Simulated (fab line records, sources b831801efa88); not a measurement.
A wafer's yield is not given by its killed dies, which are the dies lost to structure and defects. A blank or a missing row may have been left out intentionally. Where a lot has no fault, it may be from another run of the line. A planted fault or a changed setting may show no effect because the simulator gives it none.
fab line records ; flow sky130
record: lots: 11; wafers: 33; lastDay: 50
route steps=708 shown VIA3@585 CAP2M@607 PAD_OPEN@708
lots that met no fault: taken from a fault-free run of the same line
startH: the number of hours between the record's first day and the start of the first shown wafer of the lot ; waitH: hours since the lot's step before ; " same as the row above ; L1.1+2: one row covering several wafers at once ; - no value present, or no start provided ; * or withheld: withheld ; < > ~ a bound
route shown NAME@n: a module of which the file shows steps, and the number in the route of the first ; usual: mean/standard deviation taken from wafers without a fault ; same: alike in all rows ; chamber/n: place in a boat ; sites: per-site readings ; _std_site: the values' standard deviation ; _edge_site: mean of outer sites minus mean of inner sites ; radiusMm: for every site, how far away it sits from the centre of the wafer ; mask NAME#n: copy n ; behind: the most recent tool/chamber to have shaped the wafer ; hold: why the lot went on hold/how many hours it stayed there/how the hold came to an end ; device: the transistor (n, p or np) that didn't switch ; end of line: tests run on the same wafers once the route is complete ; a step without rows: its recipe alone ; killed: dies that structure and defects cost at the first sort, which is not the same as the wafer's yield ; map: per-die view of a wafer (x killed, . not killed, _ where there is no die)
set.NAME: the setting as run; set.NAME@STEP: as run at that earlier step ; model.NAME: the simulator's own value behind a step, which no gauge read
route steps across a sampled set of lots; one table per step, one row per wafer
services: from which hour (startH, from the record's first day; less than 0 if before it) a tool's chamber was out of use, for how many hours, and why
== steps ==
step: SKY_VIA3_CD_MEAS_12
recipe: targetCdNm: 200
usual: cdNm: 199.8/1.2
lot.wafer;tool;chamber;startH;waitH;cdNm
L918.2;cdSem-02;-;921.90;-;200.0
L918.3;cdSem-02;-;921.90;-;199.9
L918.4;cdSem-02;-;921.90;-;198.8
L923.1;cdSem-02;-;980.19;-;198.9
L923.3;cdSem-02;-;980.19;-;199.7
L923.4;cdSem-02;-;980.19;-;198.5
L925.1;cdSem-02;-;985.56;-;200.3
L925.2;cdSem-02;-;985.56;-;199.0
L925.4;cdSem-02;-;985.56;-;198.5
L929.2;cdSem-01;-;1007.83;-;199.9
L929.3;cdSem-01;-;1007.83;-;200.5
L929.4;cdSem-01;-;1007.83;-;199.1
L930.4;cdSem-01;-;1016.10;-;199.8
L930.5;cdSem-01;-;1016.10;-;200.4
L930.6;cdSem-01;-;1016.10;-;199.9
L933.1;cdSem-01;-;1036.71;-;198.9
L933.4;cdSem-01;-;1036.71;-;199.2
L933.6;cdSem-01;-;1036.71;-;199.1
L934.2;cdSem-01;-;1041.61;-;197.8
L934.3;cdSem-01;-;1041.61;-;199.5
L934.6;cdSem-01;-;1041.61;-;197.2
L937.2;cdSem-01;-;1058.68;-;199.0
L937.4;cdSem-01;-;1058.68;-;199.1
L937.6;cdSem-01;-;1058.68;-;198.3
L939.1;cdSem-02;-;1073.69;-;200.0
L939.4;cdSem-02;-;1073.69;-;199.6
L939.5;cdSem-02;-;1073.69;-;200.8
L940.1;cdSem-02;-;1075.16;-;199.9
L940.3;cdSem-02;-;1075.16;-;200.6
L940.4;cdSem-02;-;1075.16;-;198.8
L941.2;cdSem-01;-;1079.36;-;197.8
L941.3;cdSem-01;-;1079.36;-;198.1
L941.6;cdSem-01;-;1079.36;-;198.7
step: SKY_VIA3_CMP_24
recipe: stopOn: SiO2; tOverpolishS: 20; downForcePsi: 3.5; platenRpm: 60; targetThkNm: 0; padVelocityMS: 0.94248
usual: motorCurrentA: 10.7/1.2; overpolishRunS: 20.000/0.0097; slurryFilterDpKPa: 13.51/0.14; timeToEndpointS: 94/3.7
lot.wafer;tool;chamber;startH;waitH;motorCurrentA;overpolishRunS;slurryFilterDpKPa;timeToEndpointS
L918.4;cmp-01;3;924.54;1.5;13.1;20.005;13.48;98
L918.2;cmp-01;0;924.54;1.5;10.2;20.014;13.37;96
L918.3;cmp-01;1;924.54;1.5;12.3;20.011;13.37;95
L923.1;cmp-01;2;981.41;0.1;9.9;20.000;13.45;92
L923.3;cmp-01;3;981.41;0.1;11.7;20.020;13.60;93
L923.4;cmp-01;0;981.41;0.1;9.7;19.999;13.30;92
L925.2;cmp-01;0;986.93;0.0;9.5;20.005;13.61;96
L925.4;cmp-01;2;986.93;0.0;10.0;20.024;13.53;93
L925.1;cmp-01;3;986.93;0.0;12.3;20.013;13.88;92
L929.2;cmp-02;1;1009.03;0.0;10.6;19.998;13.30;93
L929.3;cmp-02;3;1009.03;0.0;10.8;20.013;13.43;94
L929.4;cmp-02;0;1009.03;0.0;9.7;19.995;13.49;105
L930.4;cmp-02;3;1017.44;0.2;10.7;20.013;13.40;99
L930.6;cmp-02;0;1017.44;0.2;10.1;19.999;13.56;103
L930.5;cmp-02;1;1017.44;0.2;10.9;20.005;13.46;98
L933.4;cmp-01;0;1037.99;0.1;10.3;20.006;13.69;94
L933.1;cmp-01;2;1037.99;0.1;9.7;19.991;13.55;95
L933.6;cmp-01;3;1037.99;0.1;12.3;19.998;13.86;93
L934.3;cmp-01;0;1042.97;0.1;9.6;19.992;13.38;91
L934.2;cmp-01;1;1042.97;0.1;12.3;20.000;13.40;88
L934.6;cmp-01;2;1042.97;0.1;9.8;19.995;13.46;92
L937.2;cmp-01;3;1060.38;0.3;12.3;19.989;13.71;95
L937.4;cmp-01;2;1060.38;0.3;9.6;19.997;13.52;92
L937.6;cmp-01;0;1060.38;0.3;9.6;19.980;13.36;91
L939.1;cmp-02;2;1074.90;0.1;9.2;19.996;13.47;94
L939.4;cmp-02;3;1074.90;0.1;10.5;20.013;13.35;95
L939.5;cmp-02;3;1074.90;0.1;10.6;20.000;13.55;95
L940.4;cmp-02;3;1076.38;0.0;10.6;19.993;13.62;97
L940.3;cmp-02;1;1076.38;0.0;10.7;20.005;13.38;96
L940.1;cmp-02;2;1076.38;0.0;9.5;20.008;13.34;97
L941.2;cmp-02;0;1080.74;0.2;10.2;20.001;13.34;101
L941.3;cmp-02;1;1080.74;0.2;10.7;20.014;13.47;96
L941.6;cmp-02;0;1080.74;0.2;10.4;19.993;13.50;98
step: SKY_CAP2M_THK_MEAS_04
recipe: thkMeasGauge: xrf; reads: TiN_of_CAP2M_SPUTTER_02
usual: CAP2M_TIN_THK: 205.7/2.3
lot.wafer;tool;chamber;startH;waitH;CAP2M_TIN_THK[nm]
L918.2;filmMetro-03;-;925.32;0.1;207.1
L918.3;filmMetro-03;-;925.32;0.1;205.6
L918.4;filmMetro-03;-;925.32;0.1;204.7
L923.1;filmMetro-03;-;982.20;0.1;208.5
L923.3;filmMetro-03;-;982.20;0.1;206.4
L923.4;filmMetro-03;-;982.20;0.1;206.7
L925.1;filmMetro-03;-;987.71;0.1;202.7
L925.2;filmMetro-03;-;987.71;0.1;203.2
L925.4;filmMetro-03;-;987.71;0.1;204.0
L929.2;filmMetro-02;-;1009.81;0.1;208.7
L929.3;filmMetro-02;-;1009.81;0.1;207.6
L929.4;filmMetro-02;-;1009.81;0.1;206.4
L930.4;filmMetro-03;-;1018.09;0.1;206.9
L930.5;filmMetro-03;-;1018.09;0.1;207.5
L930.6;filmMetro-03;-;1018.09;0.1;208.4
L933.1;filmMetro-04;-;1038.70;0.1;205.2
L933.4;filmMetro-04;-;1038.70;0.1;204.0
L933.6;filmMetro-04;-;1038.70;0.1;205.8
L934.2;filmMetro-03;-;1043.66;0.1;208.0
L934.3;filmMetro-03;-;1043.66;0.1;206.6
L934.6;filmMetro-03;-;1043.66;0.1;208.6
L937.2;filmMetro-02;-;1061.16;0.1;204.5
L937.4;filmMetro-02;-;1061.16;0.1;203.8
L937.6;filmMetro-02;-;1061.16;0.1;205.5
L939.1;filmMetro-03;-;1075.67;0.1;202.9
L939.4;filmMetro-03;-;1075.67;0.1;203.0
L939.5;filmMetro-03;-;1075.67;0.1;201.0
L940.1;filmMetro-03;-;1077.14;0.1;203.1
L940.3;filmMetro-03;-;1077.14;0.1;200.2
L940.4;filmMetro-03;-;1077.14;0.1;204.2
L941.2;filmMetro-04;-;1081.52;0.1;208.6
L941.3;filmMetro-04;-;1081.52;0.1;206.0
L941.6;filmMetro-04;-;1081.52;0.1;208.1
step: SKY_CAP2M_STRIP_14
recipe: chemistry: O2/N2; powerW: 1400; pressureMtorr: 1500; platenTempC: withheld; o2FlowSccm: 3000; n2FlowSccm: 300; overashFraction: 0.5
usual: chamberPressureMTorr: 1500.1/1.5; drypumpMotorCurrentA: 5.5/0.64; oesProductAu: 0.711/0.0053; overashFraction: 0.5/0; stripTimeToEndpointS: 12.65/0.045
lot.wafer;tool;chamber;startH;waitH;chamberPressureMTorr;drypumpMotorCurrentA;oesProductAu;overashFraction;rfHoursCounterH;stripTimeToEndpointS
L918.2;plasmaAsher-04;0;949.48;0.1;1502.1;6.3;0.705;0.5;83;12.59
L918.3;plasmaAsher-04;0;949.48;0.1;1500.2;6.3;0.723;0.5;-;12.56
L918.4;plasmaAsher-04;1;949.48;0.1;1498.4;5.0;0.720;0.5;-;12.64
L923.1;plasmaAsher-03;0;1005.45;0.1;-;-;-;-;-;-
L923.3;plasmaAsher-03;1;1005.45;0.1;-;-;-;-;-;-
L923.4;plasmaAsher-03;0;1005.45;0.1;-;-;-;-;-;-
L925.1;plasmaAsher-04;0;1011.05;0.1;-;-;-;-;-;-
L925.2;plasmaAsher-04;1;1011.05;0.1;-;-;-;-;-;-
L925.4;plasmaAsher-04;1;1011.05;0.1;-;-;-;-;-;-
L929.2;plasmaAsher-01;0;1032.20;0.1;1499.6;4.8;0.707;0.5;50;12.67
L929.3;plasmaAsher-01;0;1032.20;0.1;1499.9;4.8;0.710;0.5;-;12.68
L929.4;plasmaAsher-01;1;1032.20;0.1;1498.7;5.0;0.709;0.5;-;12.66
L930.4;plasmaAsher-04;1;1039.99;0.1;1500.4;5.0;0.702;0.5;-;12.62
L930.5;plasmaAsher-04;1;1039.99;0.1;1499.7;5.0;0.712;0.5;-;12.63
L930.6;plasmaAsher-04;0;1039.99;0.1;1500.9;6.3;0.707;0.5;-;12.63
L933.1;plasmaAsher-01;1;1060.80;0.1;1499.7;5.0;0.710;0.5;53;12.68
L933.4;plasmaAsher-01;0;1060.80;0.1;1500.8;4.8;0.712;0.5;-;12.69
L933.6;plasmaAsher-01;0;1060.80;0.1;1499.7;4.8;0.708;0.5;-;12.71
L934.2;plasmaAsher-04;0;1065.10;0.1;1500.0;6.4;0.712;0.5;95;12.64
L934.3;plasmaAsher-04;0;1065.10;0.1;1501.5;6.3;0.700;0.5;-;12.65
L934.6;plasmaAsher-04;1;1065.10;0.1;1502.1;5.0;0.714;0.5;-;12.65
L937.2;plasmaAsher-01;1;1082.05;0.1;1499.4;5.0;0.712;0.5;56;12.66
L937.4;plasmaAsher-01;1;1082.05;0.1;1498.2;5.0;0.709;0.5;-;12.70
L937.6;plasmaAsher-01;0;1082.05;0.1;1501.3;4.8;0.719;0.5;-;12.68
L939.1;plasmaAsher-03;1;1096.07;0.1;1499.1;6.1;0.710;0.5;2;12.69
L939.4;plasmaAsher-03;1;1096.07;0.1;1500.4;6.0;0.710;0.5;-;12.67
L939.5;plasmaAsher-03;0;1096.07;0.1;1499.0;6.0;0.710;0.5;-;12.68
L940.1;plasmaAsher-04;1;1097.53;0.1;1504.1;5.0;0.719;0.5;99;12.63
L940.3;plasmaAsher-04;0;1097.53;0.1;1500.6;6.4;0.710;0.5;-;12.70
L940.4;plasmaAsher-04;1;1097.53;0.1;1498.8;4.9;0.718;0.5;-;12.64
L941.2;plasmaAsher-04;1;1101.73;0.1;1502.1;4.9;0.711;0.5;99;12.66
L941.3;plasmaAsher-04;0;1101.73;0.1;1499.7;6.3;0.716;0.5;-;12.69
L941.6;plasmaAsher-04;1;1101.73;0.1;1500.2;4.9;0.717;0.5;-;12.65
step: SKY_PAD_OPEN_PROBE_99
usual: defectLimitedYield: 82.6/2.1; killed_at_M0_to_M3: 42/7.6; killed_at_M4_up: 3.4/2; killedAtContacts: 24/5.9; killedAtFrontEnd: 16/4.5; killedAtOther: 0.4/0.58; killedDies: 86/10; killedOnRim: 17/4.2; killedOpen: 47/7.6; killedShort: 39/6.7; sort_bin_3_pad_short: 0.9/0.42; sort_bin_5_function: 10.3/1.7; sort_bin_6_memory: 6.2/1.2; sortNPass: 406/10; sortYieldPct: 82.6/2.1
same: grossDies: 492; killedAtBackSide: 0; sort_bin_4_leakage[%]: 0; sort_bin_8_speed[%]: 0
lot.wafer;tool;chamber;startH;waitH;hold;defectLimitedYield[%];killed_at_M0_to_M3;killed_at_M4_up;killedAtContacts;killedAtFrontEnd;killedAtOther;killedDies;killedOnRim;killedOpen;killedShort;sort_bin_3_pad_short[%];sort_bin_5_function[%];sort_bin_6_memory[%];sortNPass;sortYieldPct[%]
L918.2;prober-02;-;1070.18;0.1;-;84.8;39;2;20;14;0;75;19;34;41;1.2;9.6;4.5;417;84.8
L918.3;prober-02;-;1070.23;0.2;-;82.9;45;1;18;20;0;84;16;48;36;0.8;10.4;5.9;408;82.9
L918.4;prober-02;-;1070.28;0.2;-;85.8;39;3;23;5;0;70;10;41;29;0.4;9.1;4.7;422;85.8
L923.1;prober-02;-;1119.62;0.1;awaitDispo/0.8h/scrap;0.4;3;1;8;3;475;490;96;8;7;21.5;75.6;2.4;2;0.4
L923.3;prober-02;-;1119.72;0.2;awaitDispo/0.8h/scrap;0.4;6;1;4;4;475;490;96;6;9;25.6;70.7;3.3;2;0.4
L923.4;prober-02;-;1119.77;0.2;awaitDispo/0.8h/scrap;0.4;8;0;6;2;474;490;96;10;6;20.3;75.8;3.5;2;0.4
L925.1;prober-02;-;1124.18;0.1;awaitDispo/1.3h/scrap;0.6;13;1;2;2;471;489;96;11;7;25.2;71.5;2.6;3;0.6
L925.2;prober-02;-;1124.23;0.1;awaitDispo/1.3h/scrap;0.2;13;0;9;1;468;491;96;13;10;25.8;70.3;3.7;1;0.2
L925.4;prober-02;-;1124.33;0.2;awaitDispo/1.3h/scrap;0.4;7;1;4;2;476;490;95;8;6;23.2;72.6;3.9;2;0.4
L929.2;prober-02;-;1142.90;0.2;-;85.2;40;6;18;9;0;73;18;37;36;0.6;9.1;5.1;419;85.2
L929.3;prober-02;-;1142.95;0.3;-;85.0;31;3;27;13;0;74;15;44;30;0.8;11.0;3.3;418;85.0
L929.4;prober-02;-;1143.00;0.3;-;84.3;34;4;27;12;0;77;21;45;32;0.4;9.3;5.9;415;84.3
L930.4;prober-02;-;1149.44;0.2;-;80.5;49;4;21;21;1;96;19;51;45;1.2;10.4;7.9;396;80.5
L930.5;prober-02;-;1149.49;0.2;-;80.7;45;3;32;14;1;95;18;46;47;0.4;12.6;6.3;397;80.7
L930.6;prober-02;-;1149.54;0.2;-;82.1;49;2;19;17;1;88;18;45;43;1.0;10.6;6.3;404;82.1
L933.1;prober-02;-;1166.68;0.1;-;80.7;48;7;26;14;0;95;17;49;44;1.2;11.8;6.3;397;80.7
L933.4;prober-02;-;1166.83;0.2;-;79.5;49;7;31;14;0;101;13;54;47;1.0;11.6;7.9;391;79.5
L933.6;prober-02;-;1166.93;0.2;-;79.9;49;3;34;13;0;99;27;56;40;1.2;11.2;7.7;393;79.9
L934.2;prober-02;-;1168.98;0.1;-;82.9;53;2;19;9;1;84;12;58;26;0.6;10.8;5.7;408;82.9
L934.3;prober-02;-;1169.03;0.2;-;85.0;38;2;26;7;1;74;10;47;27;1.2;8.3;5.5;418;85.0
L934.6;prober-02;-;1169.18;0.2;-;82.3;45;3;26;13;0;87;21;42;45;1.4;10.8;5.5;405;82.3
L937.2;prober-02;-;1183.13;0.1;-;84.1;30;2;24;21;1;78;16;33;45;1.2;8.1;6.5;414;84.1
L937.4;prober-02;-;1183.23;0.2;-;86.2;30;4;16;17;1;68;12;28;39;0.6;9.3;3.9;424;86.2
L937.6;prober-02;-;1183.33;0.2;-;83.5;40;2;19;20;0;81;18;34;47;0.8;8.5;7.1;411;83.5
L939.1;prober-02;-;1193.58;0.1;-;81.1;45;4;28;15;1;93;20;56;36;0.8;10.0;8.1;399;81.1
L939.4;prober-02;-;1193.73;0.2;-;83.7;39;4;25;12;0;80;21;42;38;1.6;8.5;6.1;412;83.7
L939.5;prober-02;-;1193.78;0.2;-;81.9;38;5;32;14;0;89;20;54;35;0.4;11.2;6.5;403;81.9
L940.1;prober-02;-;1195.63;0.1;-;80.9;43;2;32;17;0;94;24;54;38;1.2;11.2;6.7;398;80.9
L940.3;prober-02;-;1195.73;0.2;-;82.3;40;4;26;16;1;87;17;49;38;0.4;12.8;4.5;405;82.3
L940.4;prober-02;-;1195.78;0.2;-;84.3;40;1;15;21;0;77;16;48;28;0.6;8.9;6.1;415;84.3
L941.2;prober-02;-;1200.92;2.0;-;85.0;39;4;16;15;0;74;13;44;30;1.0;8.7;5.3;418;85.0
L941.3;prober-02;-;1200.97;2.0;-;82.1;45;1;27;15;0;88;15;47;41;1.0;12.2;4.7;404;82.1
L941.6;prober-02;-;1201.12;2.1;-;82.5;48;5;22;11;0;86;22;46;40;0.4;10.8;6.3;406;82.5
killed by level:class
L918.2 CONTACT:geometricParticle:open=9 VIA1:geometricParticle:open=9 METAL1:geometricParticle:short=6 METAL2:geometricParticle:short=5 CONTACT:geometricParticle:short=4 VIA1:geometricParticle:short=4 VIA2:geometricParticle:open=4 FIELD_ISO:geometricParticle:short=3
L918.3 VIA1:geometricParticle:open=13 VIA2:geometricParticle:open=7 POLY_GATE:geometricParticle:short=6 LI_CONTACT:geometricParticle:open=6 CONTACT:geometricParticle:open=6 METAL1:geometricParticle:short=6 VIA3:geometricParticle:open=6 FIELD_ISO:geometricParticle:short=5
L918.4 CONTACT:geometricParticle:open=9 VIA1:geometricParticle:open=8 LI_CONTACT:geometricParticle:open=8 METAL1:geometricParticle:short=6 METAL1:geometricParticle:open=5 VIA2:geometricParticle:open=4 VIA3:geometricParticle:open=4 CONTACT:geometricParticle:short=3
L923.1 CAP2M:plasmaStripResidue=475 CONTACT:geometricParticle:open=4 FIELD_ISO:geometricParticle:short=2 CONTACT:geometricParticle:short=2 POLY_GATE:geometricParticle:short=1 LI_CONTACT:geometricParticle:short=1 LOCAL_INTERCONNECT:geometricParticle:open=1 VIA1:geometricParticle:open=1
L923.3 CAP2M:plasmaStripResidue=475 POLY_CUT:geometricParticle:short=2 CONTACT:geometricParticle:short=2 CONTACT:geometricParticle:open=2 VIA1:geometricParticle:short=2 POLY_GATE:geometricParticle:short=1 FIELD_ISO:geometricParticle:open=1 METAL1:geometricParticle:open=1
L923.4 CAP2M:plasmaStripResidue=474 VIA3:geometricParticle:open=2 LI_CONTACT:geometricParticle:open=2 VIA1:geometricParticle:open=2 CONTACT:geometricParticle:short=2 FIELD_ISO:geometricParticle:short=1 POLY_GATE:geometricParticle:short=1 LOCAL_INTERCONNECT:geometricParticle:open=1
L925.1 CAP2M:plasmaStripResidue=471 VIA1:geometricParticle:open=6 VIA2:geometricParticle:open=3 FIELD_ISO:geometricParticle:short=1 SPACER:geometricParticle:short=1 LI_CONTACT:geometricParticle:open=1 CONTACT:geometricParticle:short=1 METAL1:geometricParticle:short=1
L925.2 CAP2M:plasmaStripResidue=468 CONTACT:geometricParticle:open=3 CONTACT:geometricParticle:short=3 VIA1:geometricParticle:open=3 VIA3:geometricParticle:open=3 LI_CONTACT:geometricParticle:open=2 METAL2:geometricParticle:short=2 VIA1:geometricParticle:short=2
L925.4 CAP2M:plasmaStripResidue=476 VIA1:geometricParticle:open=3 FIELD_ISO:geometricParticle:open=2 LI_CONTACT:geometricParticle:short=1 LI_CONTACT:geometricParticle:open=1 LOCAL_INTERCONNECT:geometricParticle:short=1 VIA3:geometricParticle:open=1 CONTACT:geometricParticle:short=1
L929.2 CONTACT:geometricParticle:open=9 VIA1:geometricParticle:open=7 VIA2:geometricParticle:open=7 VIA3:geometricParticle:open=6 VIA1:geometricParticle:short=4 METAL2:geometricParticle:short=4 METAL4:geometricParticle:short=4 METAL3:geometricParticle:short=4
L929.3 LI_CONTACT:geometricParticle:open=11 VIA1:geometricParticle:open=10 CONTACT:geometricParticle:open=7 POLY_GATE:geometricParticle:open=5 VIA3:geometricParticle:open=4 CONTACT:geometricParticle:short=4 VIA2:geometricParticle:open=4 METAL3:geometricParticle:short=4
L929.4 LI_CONTACT:geometricParticle:open=12 VIA1:geometricParticle:open=8 METAL2:geometricParticle:short=7 CONTACT:geometricParticle:open=5 VIA2:geometricParticle:open=5 FIELD_ISO:geometricParticle:short=4 LOCAL_INTERCONNECT:geometricParticle:open=4 METAL1:geometricParticle:short=4
L930.4 VIA1:geometricParticle:open=11 CONTACT:geometricParticle:open=9 FIELD_ISO:geometricParticle:short=7 VIA3:geometricParticle:open=7 FIELD_ISO:geometricParticle:open=6 LI_CONTACT:geometricParticle:open=6 METAL1:geometricParticle:short=6 VIA2:geometricParticle:open=6
L930.5 CONTACT:geometricParticle:open=15 VIA2:geometricParticle:open=10 CONTACT:geometricParticle:short=8 VIA1:geometricParticle:open=8 METAL2:geometricParticle:short=7 METAL1:geometricParticle:short=5 LI_CONTACT:geometricParticle:open=4 FIELD_ISO:geometricParticle:open=3
L930.6 VIA2:geometricParticle:open=9 VIA1:geometricParticle:open=8 VIA1:geometricParticle:short=8 CONTACT:geometricParticle:open=7 LOCAL_INTERCONNECT:geometricParticle:short=6 METAL2:geometricParticle:short=6 FIELD_ISO:geometricParticle:open=5 VIA3:geometricParticle:open=5
L933.1 VIA1:geometricParticle:open=12 LI_CONTACT:geometricParticle:open=11 CONTACT:geometricParticle:open=8 VIA1:geometricParticle:short=7 METAL1:geometricParticle:short=5 VIA2:geometricParticle:open=5 FIELD_ISO:geometricParticle:open=4 METAL2:geometricParticle:short=4
L933.4 VIA1:geometricParticle:open=13 CONTACT:geometricParticle:open=10 LI_CONTACT:geometricParticle:open=8 VIA3:geometricParticle:short=6 VIA2:geometricParticle:open=6 METAL2:geometricParticle:short=6 VIA3:geometricParticle:open=5 METAL4:geometricParticle:short=5
L933.6 LI_CONTACT:geometricParticle:open=13 CONTACT:geometricParticle:open=8 VIA1:geometricParticle:open=8 VIA2:geometricParticle:open=8 CONTACT:geometricParticle:short=7 VIA3:geometricParticle:open=6 METAL2:geometricParticle:short=5 METAL2:geometricParticle:open=5
L934.2 VIA1:geometricParticle:open=12 CONTACT:geometricParticle:open=9 VIA2:geometricParticle:open=9 VIA3:geometricParticle:open=8 METAL2:geometricParticle:short=7 LI_CONTACT:geometricParticle:open=5 FIELD_ISO:geometricParticle:open=4 SPACER:geometricParticle:open=3
L934.3 CONTACT:geometricParticle:open=14 VIA1:geometricParticle:open=12 LI_CONTACT:geometricParticle:open=5 METAL1:geometricParticle:short=5 VIA3:geometricParticle:open=5 METAL2:geometricParticle:short=4 FIELD_ISO:geometricParticle:open=3 LI_CONTACT:geometricParticle:short=3
L934.6 CONTACT:geometricParticle:open=9 VIA1:geometricParticle:short=9 VIA1:geometricParticle:open=9 VIA3:geometricParticle:open=7 CONTACT:geometricParticle:short=7 METAL2:geometricParticle:short=6 VIA2:geometricParticle:open=5 LI_CONTACT:geometricParticle:open=5
L937.2 FIELD_ISO:geometricParticle:short=9 CONTACT:geometricParticle:open=9 VIA1:geometricParticle:short=5 VIA1:geometricParticle:open=5 LI_CONTACT:geometricParticle:open=4 POLY_GATE:geometricParticle:short=4 LOCAL_INTERCONNECT:geometricParticle:short=4 CONTACT:geometricParticle:short=4
L937.4 VIA1:geometricParticle:open=8 FIELD_ISO:geometricParticle:short=5 LOCAL_INTERCONNECT:geometricParticle:short=5 METAL1:geometricParticle:short=5 VIA1:geometricParticle:short=5 CONTACT:geometricParticle:open=4 FIELD_ISO:geometricParticle:open=3 POLY_GATE:geometricParticle:open=3
L937.6 METAL1:geometricParticle:short=7 VIA1:geometricParticle:open=7 METAL2:geometricParticle:short=7 CONTACT:geometricParticle:open=6 FIELD_ISO:geometricParticle:short=5 SPACER:geometricParticle:short=5 LOCAL_INTERCONNECT:geometricParticle:short=5 POLY_GATE:geometricParticle:short=4
L939.1 VIA1:geometricParticle:open=11 CONTACT:geometricParticle:open=9 LI_CONTACT:geometricParticle:open=8 VIA3:geometricParticle:open=8 LI_CONTACT:geometricParticle:short=6 METAL1:geometricParticle:short=6 VIA3:geometricParticle:short=6 FIELD_ISO:geometricParticle:open=4
L939.4 CONTACT:geometricParticle:open=10 VIA1:geometricParticle:open=8 VIA3:geometricParticle:open=6 METAL1:geometricParticle:short=5 METAL2:geometricParticle:short=5 POLY_GATE:geometricParticle:open=4 LI_CONTACT:geometricParticle:open=4 LOCAL_INTERCONNECT:geometricParticle:short=4
L939.5 CONTACT:geometricParticle:open=12 LI_CONTACT:geometricParticle:open=10 VIA3:geometricParticle:open=9 VIA2:geometricParticle:open=7 POLY_GATE:geometricParticle:short=5 VIA1:geometricParticle:open=5 POLY_GATE:geometricParticle:open=4 LI_CONTACT:geometricParticle:short=4
L940.1 LI_CONTACT:geometricParticle:open=11 CONTACT:geometricParticle:open=9 VIA3:geometricParticle:open=9 VIA2:geometricParticle:open=5 LOCAL_INTERCONNECT:geometricParticle:short=5 CONTACT:geometricParticle:short=5 VIA1:geometricParticle:open=5 POLY_GATE:geometricParticle:open=4
L940.3 CONTACT:geometricParticle:open=9 METAL1:geometricParticle:short=8 LI_CONTACT:geometricParticle:open=7 VIA1:geometricParticle:open=7 LOCAL_INTERCONNECT:geometricParticle:short=5 METAL2:geometricParticle:short=5 VIA3:geometricParticle:open=5 POLY_GATE:geometricParticle:open=4
L940.4 VIA1:geometricParticle:open=10 VIA3:geometricParticle:open=9 CONTACT:geometricParticle:open=5 POLY_GATE:geometricParticle:open=5 METAL2:geometricParticle:short=5 FIELD_ISO:geometricParticle:short=4 FIELD_ISO:geometricParticle:open=3 POLY_GATE:geometricParticle:short=3
L941.2 VIA1:geometricParticle:open=8 METAL1:geometricParticle:short=7 VIA3:geometricParticle:open=7 VIA2:geometricParticle:open=7 LI_CONTACT:geometricParticle:open=5 CONTACT:geometricParticle:open=5 POLY_GATE:geometricParticle:open=4 LOCAL_INTERCONNECT:geometricParticle:short=4
L941.3 VIA1:geometricParticle:open=11 CONTACT:geometricParticle:open=10 VIA3:geometricParticle:short=8 LI_CONTACT:geometricParticle:open=6 VIA3:geometricParticle:open=6 LOCAL_INTERCONNECT:geometricParticle:short=5 POLY_GATE:geometricParticle:short=4 VIA2:geometricParticle:open=4
L941.6 VIA3:geometricParticle:open=12 LI_CONTACT:geometricParticle:open=8 METAL1:geometricParticle:short=8 METAL2:geometricParticle:short=8 LOCAL_INTERCONNECT:geometricParticle:short=6 VIA1:geometricParticle:open=6 VIA2:geometricParticle:open=5 CONTACT:geometricParticle:open=4
== services ==
tool;chamber;startH;hours;kind
cmp-02;-;901.97;2.3;repair
cmp-02;-;905.63;22.8;pm
plasmaAsher-03;-;908.67;0.4;repair
cmp-01;-;912.29;4.0;pm
cmp-01;-;916.29;-;consumableReplace:conditioner
cmp-01;-;916.29;-;consumableReplace:pad
cmp-01;-;945.81;3.7;repair
cmp-01;-;959.13;0.3;repair
plasmaAsher-04;-;963.41;3.7;repair
cmp-01;-;966.18;3.9;repair
plasmaAsher-01;-;983.19;2.0;repair
plasmaAsher-01;-;985.22;3.9;repair
plasmaAsher-03;-;989.98;0.9;repair
plasmaAsher-03;-;996.05;0.3;repair
cmp-01;-;1047.15;4.0;pm
plasmaAsher-03;-;1055.05;14.6;pm
plasmaAsher-03;-;1069.65;9.0;pm
plasmaAsher-03;0;1069.65;9.0;ventCycle
plasmaAsher-03;1;1069.65;9.0;ventCycle
plasmaAsher-03;0;1078.65;-;clean
cmp-02;-;1084.53;4.0;pm
cmp-02;-;1085.20;1.3;repair
cmp-02;-;1088.53;-;consumableReplace:conditioner
cmp-02;-;1088.53;-;consumableReplace:pad
== key ==
firstSign: step: SKY_CAP2M_STRIP_14; reading: toolRecord; direction: missing
effect: step: SKY_PAD_OPEN_PROBE_99; reading: killedAtOther; direction: up; sigmas: 99+; usual: 0.4; struck: 473.2
metAt SKY_CAP2M_STRIP_14
struckLots L923,L925
laterRowsLeftOut L923.1,L923.3,L923.4,L925.1,L925.2,L925.4
notActingAt SKY_VIA3_CD_MEAS_12,SKY_VIA3_CMP_24,SKY_CAP2M_THK_MEAS_04
onsetBetween 949.48 1005.45
fault: kind: skippedStepWhole; tool: plasmaAsher-03,plasmaAsher-04; chamber: -; onsetH: 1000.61; steps: SKY_CAP2M_STRIP_14; scope: struckLotsOnly
laterRowsLeftOut: the simulator's readings of these wafers behind a module that went badly wrong aren't trusted and aren't shown, but for the sort
